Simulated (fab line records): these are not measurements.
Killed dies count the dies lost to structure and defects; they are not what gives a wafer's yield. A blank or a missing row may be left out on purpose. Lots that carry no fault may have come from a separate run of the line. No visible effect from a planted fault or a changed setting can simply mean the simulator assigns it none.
Commonality check across tools + flow gf180mcu + Sample size 15 lots and 45 wafers

## WHY IT WAS OPENED
Of 15 lots, 3 have the reading CONTACT_CVD_00_THK flagged at GF_CONTACT_THK_MEAS_01. No-fault wafers: 301.2 nm, standard deviation 2.6.
Rule: a lot is flagged when every wafer of it that has a number lies more than 4 standard deviations from that mean, or none has a number. The rest of the lots are taken to be sound.

| lot  | measured     | on            | CONTACT_CVD_00_THK (nm), wafer by wafer | flag    |
|------|--------------|---------------|-----------------------------------------|---------|
| L648 | day 15 08:49 | film_metro-03 | 298.0 299.5 300.9                       |         |
| L650 | day 16 00:39 | film_metro-04 | 301.9 302.2 299.5                       |         |
| L651 | day 16 09:24 | film_metro-04 | 298.6 305.1 300.7                       |         |
| L652 | day 16 15:52 | film_metro-04 | 301.2 303.3 305.4                       |         |
| L654 | day 18 00:19 | film_metro-03 | 303.5 303.1 301.1                       |         |
| L657 | day 19 16:40 | film_metro-01 | 300.4 297.4 301.4                       |         |
| L659 | day 19 21:52 | film_metro-01 | 601.2 603.6 598.3                       | FLAGGED |
| L658 | day 20 01:40 | film_metro-03 | 607.9 606.4 608.4                       | FLAGGED |
| L661 | day 20 03:53 | film_metro-03 | 602.9 598.1 606.5                       | FLAGGED |
| L663 | day 21 01:29 | film_metro-01 | 302.5 299.4 304.0                       |         |
| L664 | day 21 14:35 | film_metro-01 | 300.3 299.9 300.7                       |         |
| L665 | day 21 14:55 | film_metro-01 | 295.8 296.2 294.8                       |         |
| L666 | day 21 21:44 | film_metro-04 | 300.5 297.8 301.9                       |         |
| L667 | day 22 03:32 | film_metro-01 | 301.4 302.0 302.1                       |         |
| L670 | day 23 05:09 | film_metro-03 | 303.2 302.4 303.3                       |         |
Flagged lots average 603.7 nm: +302.5 nm relative to the usual, that is +99 or more standard deviations.

## TOOL THAT RAN EACH LOT
3 process steps preceding the reading are held in the record, out of 602 steps in the route. In each cell: the tool, then ch and the chambers that the sampled wafers went through, then the start.
| lot  | flag    | GF_SAB_ETCH_11                     | GF_SALICIDE_RTA_08               | GF_CONTACT_CVD_00                |
|------|---------|------------------------------------|----------------------------------|----------------------------------|
| L648 |         | rie_diel-02 ch 1,2, day 15 07:54   | rtp_anneal-01 ch 0, day 15 08:41 | hdpcvd-01 ch 0,1, day 15 08:47   |
| L650 |         | rie_diel-03 ch 0,1,2, day 15 23:41 | rtp_anneal-01 ch 0, day 16 00:31 | hdpcvd-02 ch 0,1,2, day 16 00:35 |
| L651 |         | rie_diel-04 ch 0,1,2, day 16 08:29 | rtp_anneal-02 ch 0, day 16 09:16 | hdpcvd-01 ch 0,2, day 16 09:20   |
| L652 |         | rie_diel-02 ch 0,1, day 16 14:56   | rtp_anneal-01 ch 0, day 16 15:44 | hdpcvd-02 ch 0,1, day 16 15:47   |
| L654 |         | rie_diel-03 ch 0,3, day 17 23:24   | rtp_anneal-02 ch 0, day 18 00:11 | hdpcvd-01 ch 0,1, day 18 00:16   |
| L657 |         | rie_diel-04 ch 1,2,3, day 19 15:44 | rtp_anneal-02 ch 0, day 19 16:32 | hdpcvd-01 ch 0,1,2, day 19 16:37 |
| L659 | FLAGGED | rie_diel-04 ch 0,1,2, day 19 20:44 | rtp_anneal-01 ch 0, day 19 21:30 | hdpcvd-02 ch 0,1,2, day 19 21:36 |
| L658 | FLAGGED | rie_diel-04 ch 0,1, day 20 00:20   | rtp_anneal-01 ch 0, day 20 01:13 | hdpcvd-01 ch 0,1,2, day 20 01:25 |
| L661 | FLAGGED | rie_diel-02 ch 0,1,2, day 20 02:30 | rtp_anneal-01 ch 0, day 20 03:26 | hdpcvd-01 ch 0,1,2, day 20 03:37 |
| L663 |         | rie_diel-04 ch 1,2,3, day 21 00:29 | rtp_anneal-02 ch 0, day 21 01:20 | hdpcvd-01 ch 0,2, day 21 01:26   |
| L664 |         | rie_diel-03 ch 0,3, day 21 13:35   | rtp_anneal-02 ch 0, day 21 14:26 | hdpcvd-02 ch 1,2, day 21 14:32   |
| L665 |         | rie_diel-02 ch 0,1,2, day 21 13:53 | rtp_anneal-02 ch 0, day 21 14:46 | hdpcvd-01 ch 0,2, day 21 14:52   |
| L666 |         | rie_diel-03 ch 1,2,3, day 21 20:50 | rtp_anneal-02 ch 0, day 21 21:35 | hdpcvd-01 ch 0,1,2, day 21 21:41 |
| L667 |         | rie_diel-04 ch 0,2,3, day 22 02:38 | rtp_anneal-01 ch 0, day 22 03:23 | hdpcvd-01 ch 0,1,2, day 22 03:29 |
| L670 |         | rie_diel-03 ch 0,1,2, day 23 04:14 | rtp_anneal-02 ch 0, day 23 05:01 | hdpcvd-02 ch 0,2, day 23 05:05   |
What is done by these steps:
- GF_SAB_ETCH_11: etches SiO2 in C4F8/O2/Ar, target depth 55 nm, time 8.5 s.
- GF_SALICIDE_RTA_08: time 30 s.
- GF_CONTACT_CVD_00: deposits SiO2, target thk 300 nm, time 50 s.
- GF_CONTACT_THK_MEAS_01

## FLAGGED AGAINST TOTAL, ONE TOOL AT A TIME (gauges that did the reading follow at the end)
| step                   | tool          | lots run | flagged | share of the flagged lots | sound lots run after its first flagged lot |
|------------------------|---------------|----------|---------|---------------------------|--------------------------------------------|
| GF_SAB_ETCH_11         | rie_diel-02   | 4        | 1       | some                      | 1 (L665)                                   |
| GF_SAB_ETCH_11         | rie_diel-03   | 5        | 0       | none                      | -                                          |
| GF_SAB_ETCH_11         | rie_diel-04   | 6        | 2       | some                      | 2 (L663,L667)                              |
| GF_SALICIDE_RTA_08     | rtp_anneal-01 | 7        | 3       | all                       | 1 (L667)                                   |
| GF_SALICIDE_RTA_08     | rtp_anneal-02 | 8        | 0       | none                      | -                                          |
| GF_CONTACT_CVD_00      | hdpcvd-01     | 10       | 2       | some                      | 4 (L663,L665,L666,L667)                    |
| GF_CONTACT_CVD_00      | hdpcvd-02     | 5        | 1       | some                      | 2 (L664,L670)                              |
| GF_CONTACT_THK_MEAS_01 | film_metro-01 | 6        | 1       | some                      | 4 (L663,L664,L665,L667)                    |
| GF_CONTACT_THK_MEAS_01 | film_metro-03 | 5        | 2       | some                      | 1 (L670)                                   |
| GF_CONTACT_THK_MEAS_01 | film_metro-04 | 4        | 0       | none                      | -                                          |

## WHAT IS ALLOWED BY THE TABLE
In the table, 1 row covers all flagged lots: rtp_anneal-01 at GF_SALICIDE_RTA_08.
- rtp_anneal-01 at GF_SALICIDE_RTA_08 ran 7 lots, 3 of them flagged. Sound lots ran on it after the first flagged one (L667), which a lasting fault on the whole tool wouldn't allow.
Not one row of the table ran every flagged lot while running no sound lot after the first.

## WHAT HAD BEEN PUT IN BY THE SIMULATOR
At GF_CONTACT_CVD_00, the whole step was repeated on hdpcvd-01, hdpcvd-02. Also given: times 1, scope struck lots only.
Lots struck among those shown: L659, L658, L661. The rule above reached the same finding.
